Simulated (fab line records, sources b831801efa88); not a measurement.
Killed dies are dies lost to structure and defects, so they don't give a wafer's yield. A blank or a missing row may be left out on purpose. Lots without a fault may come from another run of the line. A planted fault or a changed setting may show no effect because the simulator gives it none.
Chamber matching | flow gf180mcu | GF_PASSIVATION_ETCH_11 on rie_diel-03: 4 sister chambers
The step etches the open film in CF4/O2, stops on TiN, target depth 2040 nm, time 453.3 s. 8 wafers are shown with their chamber, then 8 later ones without.

WAFERS WITH THEIR CHAMBER
wafer  | chamber | drypump_motor_current_A (A) | oes_product_au (a.u.)
L637.2 | 0       | 5.8                         | 0.997
L643.1 | 3       | 6.2                         | 0.993
L643.2 | 2       | 5.4                         | 0.992
L643.5 | 1       | 5.1                         | 0.996
L653.1 | 2       | 5.4                         | 0.992
L653.2 | 3       | 6.3                         | 0.990
L653.6 | 1       | 5.1                         | 0.988
L654.1 | 0       | 5.8                         | 0.995

WAFERS WITHOUT THEIR CHAMBER
wafer  | drypump_motor_current_A (A) | oes_product_au (a.u.)
L654.3 | 5.4                         | 0.988
L654.6 | 6.3                         | 0.987
L655.2 | 5.1                         | 0.988
L655.3 | 5.8                         | 0.990
L655.5 | 6.3                         | 0.990
L657.2 | 5.4                         | 0.996
L657.4 | 5.8                         | 0.992
L657.6 | 6.2                         | 0.985

WHICH CHAMBER EACH WENT THROUGH
wafer  | from the rows above | in truth
L654.3 | 2                   | 2
L654.6 | 3                   | 3
L655.2 | 1                   | 1
L655.3 | 0                   | 0
L655.5 | 3                   | 3
L657.2 | 2                   | 2
L657.4 | 0                   | 0
L657.6 | 3                   | 3
Placed correctly: 8 of 8. Can't be placed from these rows: 0. Placed wrongly: 0.
How it was worked out, from the rows above alone: a wafer's distance from a chamber is the root of the sum, over the readings, of the square of ((its reading less the chamber's mean) divided by the reading's scatter). The wafer belongs to the nearest chamber; if the next one is less than 2 further off, it can't be placed. A chamber's mean is the mean of its shown wafers. The scatter: the root of (the sum of the squares of (reading less its chamber's mean) over the shown wafers, divided by (wafers less chambers)).
